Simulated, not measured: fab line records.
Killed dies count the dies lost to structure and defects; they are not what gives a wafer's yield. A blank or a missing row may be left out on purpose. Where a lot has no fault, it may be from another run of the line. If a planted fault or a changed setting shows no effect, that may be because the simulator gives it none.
The tool behind it: which one? + flow sky130 + 11 lots, 33 wafers sampled, at 2 steps of a route of 708

## WHAT THE GAUGES READ, wafer by wafer
SKY_POLY_GATE_THK_MEAS_21.
| lot  | measured     | on            | POLY_GATE_OXIDATION_THK (nm) |
|------|--------------|---------------|------------------------------|
| L642 | day 17 15:10 | film_metro-04 | 3.98 3.96 4.07               |
| L641 | day 17 15:10 | film_metro-02 | 4.09 4.04 4.09               |
| L644 | day 18 05:08 | film_metro-02 | 3.99 3.93 3.97               |
| L645 | day 18 16:27 | film_metro-04 | 4.05 4.08 3.96               |
| L648 | day 19 19:05 | film_metro-02 | 4.17 4.11 4.18               |
| L651 | day 20 15:38 | film_metro-02 | 4.01 4.01 3.93               |
| L652 | day 20 21:58 | film_metro-03 | 4.02 4.10 4.01               |
| L653 | day 21 17:50 | film_metro-04 | 3.92 4.01 3.99               |
| L658 | day 23 06:34 | film_metro-04 | 4.13 4.04 4.02               |
| L661 | day 24 03:11 | film_metro-02 | 4.06 4.12 4.08               |
| L662 | day 24 20:49 | film_metro-04 | 4.11 4.05 4.21               |

## TOOL THAT RAN EACH LOT (tool first, then ch and the chambers of the sampled wafers, then the start)
| lot  | SKY_POLY_GATE_ETCH_15              |
|------|------------------------------------|
| L642 | rie_diel-03 ch 0,2,3, day 17 11:21 |
| L641 | rie_diel-01 ch 0,1,3, day 17 12:29 |
| L644 | rie_diel-03 ch 1,2,3, day 18 02:09 |
| L645 | rie_diel-03 ch 0,1,2, day 18 13:08 |
| L648 | rie_diel-01 ch 0,1,3, day 19 17:12 |
| L651 | rie_diel-03 ch 0,2, day 20 14:00   |
| L652 | rie_diel-04 ch 0,1,2, day 20 19:47 |
| L653 | rie_diel-01 ch 1,2,3, day 21 16:12 |
| L658 | rie_diel-04 ch 0,1, day 23 04:54   |
| L661 | rie_diel-01 ch 0,2,3, day 24 01:30 |
| L662 | rie_diel-03 ch 0,2, day 24 19:11   |
- SKY_POLY_GATE_ETCH_15: etches BARC in N2/H2, stops on SiO2, time 118.5 s, target depth 110 nm.

## THE ANSWER, worked out from the rows above alone
Rule: what is usual is taken from the lots themselves. The widest of any qualifying gaps counts: lots, ordered by their means at a reading, are off when they make up no more than a third of the lots, leave a main group of 4 or more, and stand apart from it by 3 or more times the standard deviation of that group's means. If all means in a main group match to the digits the tables above print for the reading, that group is not used. A lot without any number at a reading at which 4 lots or more have one is off too. Any other lot the step has rows for is counted as sound.
No lot is off at any reading shown: from this, nothing can be told.

## WHAT WAS PUT IN BY THE SIMULATOR
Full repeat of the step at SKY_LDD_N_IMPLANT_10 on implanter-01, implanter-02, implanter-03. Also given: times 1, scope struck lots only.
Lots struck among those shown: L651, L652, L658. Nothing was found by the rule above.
